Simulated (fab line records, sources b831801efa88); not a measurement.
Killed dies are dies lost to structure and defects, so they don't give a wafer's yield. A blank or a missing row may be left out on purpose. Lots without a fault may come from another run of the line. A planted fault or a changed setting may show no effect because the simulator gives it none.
Which tool did it? | flow gf180mcu | 24 lots, 72 wafers sampled, at 3 steps of a route of 602

WHAT THE GAUGES READ, wafer by wafer
GF_M1_RS_MEAS_05: measures by four-point-probe.
lot  | measured     | on            | M1_ALCU_RS (ohm/sq)
L074 | day 16 07:17 | film_metro-04 | 0.0691 0.0682 0.0689
L075 | day 16 13:19 | film_metro-03 | 0.0704 0.0704 0.0702
L076 | day 17 00:19 | film_metro-03 | 0.0689 0.0693 0.0695
L077 | day 17 12:38 | film_metro-04 | 0.0695 0.0694 0.0690
L078 | day 17 17:17 | film_metro-04 | 0.0701 0.0694 0.0704
L079 | day 18 07:07 | film_metro-04 | 0.0684 0.0689 0.0677
L080 | day 18 17:09 | film_metro-04 | 0.0702 0.0696 0.0699
L081 | day 18 23:50 | film_metro-02 | 0.0700 0.0697 0.0695
L082 | day 19 05:16 | film_metro-02 | 0.0708 0.0702 0.0703
L083 | day 19 16:55 | film_metro-04 | 0.0677 0.0678 0.0687
L084 | day 20 02:49 | film_metro-02 | 0.0687 0.0684 0.0691
L085 | day 20 08:41 | film_metro-03 | 0.0693 0.0690 0.0687
L086 | day 20 10:33 | film_metro-03 | 0.0687 0.0690 0.0684
L087 | day 21 02:13 | film_metro-04 | 0.0707 0.0703 0.0702
L088 | day 21 08:44 | film_metro-03 | 0.0692 0.0698 0.0694
L089 | day 21 19:16 | film_metro-02 | 0.0689 0.0688 0.0691
L090 | day 21 23:49 | film_metro-03 | 0.0708 0.0707 0.0699
L091 | day 22 08:17 | film_metro-02 | 0.0714 0.0710 0.0708
L092 | day 22 18:12 | film_metro-04 | 0.0691 0.0692 0.0695
L093 | day 23 02:34 | film_metro-02 | 0.0700 0.0695 0.0694
L094 | day 23 07:14 | film_metro-03 | 0.0704 0.0705 0.0708
L095 | day 23 15:01 | film_metro-04 | 0.0684 0.0686 0.0684
L096 | day 24 04:21 | film_metro-02 | 0.0684 0.0693 0.0686
L097 | day 24 04:44 | film_metro-02 | 0.0691 0.0690 0.0693

GF_V1_OVL_MEAS_15.
lot  | measured     | on         | V1_OVL (nm)
L074 | day 18 06:24 | overlay-01 | -9 -11 -17
L075 | day 18 13:42 | overlay-02 | 3 1 4
L076 | day 19 00:51 | overlay-02 | 6 6 4
L077 | day 19 13:24 | overlay-02 | -2 -5 -4
L078 | day 19 18:37 | overlay-01 | 4 7 4
L079 | day 20 09:28 | overlay-01 | 5 5 6
L080 | day 20 18:55 | overlay-02 | 2 -5 2
L081 | day 21 02:12 | overlay-02 | 7 1 7
L082 | day 21 07:09 | overlay-02 | 7 1 7
L083 | day 21 18:29 | overlay-01 | 18 4 14
L084 | day 22 03:53 | overlay-01 | -1 3 -3
L085 | day 22 10:18 | overlay-01 | 4 6 0
L086 | day 22 11:01 | overlay-01 | -5 -5 0
L087 | day 23 03:20 | overlay-01 | 16 13 14
L088 | day 23 08:39 | overlay-01 | -2 4 -3
L089 | day 23 19:10 | overlay-02 | 3 -1 -1
L090 | day 23 22:46 | overlay-02 | 8 5 0
L091 | day 24 07:43 | overlay-01 | 14 2 12
L092 | day 24 16:18 | overlay-02 | 7 13 17
L093 | day 25 00:31 | overlay-02 | 2 -2 6
L094 | day 25 05:52 | overlay-02 | 2 -1 1
L095 | day 25 12:18 | overlay-02 | 0 -1 -5
L096 | day 26 00:20 | overlay-01 | 5 10 1
L097 | day 26 00:55 | overlay-01 | 3 6 -5

GF_V2_THK_MEAS_01.
lot  | measured     | on            | V2_CVD_00_THK (nm)
L074 | day 19 08:32 | film_metro-01 | 599 607 594
L075 | day 19 16:28 | film_metro-01 | 600 587 591
L076 | day 20 03:52 | film_metro-03 | 592 594 583
L077 | day 20 16:17 | film_metro-04 | 599 596 598
L078 | day 20 21:52 | film_metro-04 | 602 605 602
L079 | day 21 11:59 | film_metro-01 | 610 616 604
L080 | day 21 20:56 | film_metro-01 | 598 595 596
L081 | day 22 03:41 | film_metro-04 | 611 613 609
L082 | day 22 09:42 | film_metro-01 | 607 604 603
L083 | day 22 20:46 | film_metro-01 | 594 594 604
L084 | day 23 05:49 | film_metro-04 | 598 594 593
L085 | day 23 11:46 | film_metro-03 | 601 603 600
L086 | day 23 12:19 | film_metro-04 | 611 605 601
L087 | day 24 04:24 | film_metro-04 | 601 606 599
L088 | day 24 09:38 | film_metro-04 | 606 604 602
L089 | day 24 18:58 | film_metro-01 | 608 606 600
L090 | day 24 23:47 | film_metro-03 | 607 596 605
L091 | day 25 08:00 | film_metro-03 | 612 611 603
L092 | day 25 16:19 | film_metro-03 | 601 592 598
L093 | day 26 00:16 | film_metro-01 | 594 599 597
L094 | day 26 05:25 | film_metro-03 | 598 606 599
L095 | day 26 11:50 | film_metro-01 | 594 596 600
L096 | day 26 22:56 | film_metro-03 | 591 598 600
L097 | day 27 00:07 | film_metro-03 | 605 602 605

WHICH TOOL RAN EACH LOT (tool, then ch and the chambers of the sampled wafers, then the start)
The record holds no process step before these readings.

WHAT THE TOOLS THEMSELVES READ (means of the sampled wafers that have a number; where no wafer has one, the mark that the record gives instead)
The record holds no such reading with a usual standard deviation.

THE ANSWER, worked out from the rows above alone
Rule: what is usual is taken from the lots themselves. Put in order of their means at a reading, lots are off if they are a third of the lots or fewer, leave a main group of 4 or more, and stand apart from it by a gap of 3 or more times the standard deviation of the main group's means; of several such gaps the widest counts. A main group whose means are all the same, to the digits that the tables above print for the reading, isn't used. A lot without any number at a reading at which 4 lots or more have one is off too. The other lots that the step has rows for count as sound. The gauges are gone through in route order, then the tools' own readings, and for those a lot's mean is taken as printed above. The first step at which some lot is off is used, and at that step the reading that is off furthest; a lot without a number counts as furthest.
No lot is off at any reading shown: from this, nothing can be told.

WHAT THE SIMULATOR HAD PUT IN
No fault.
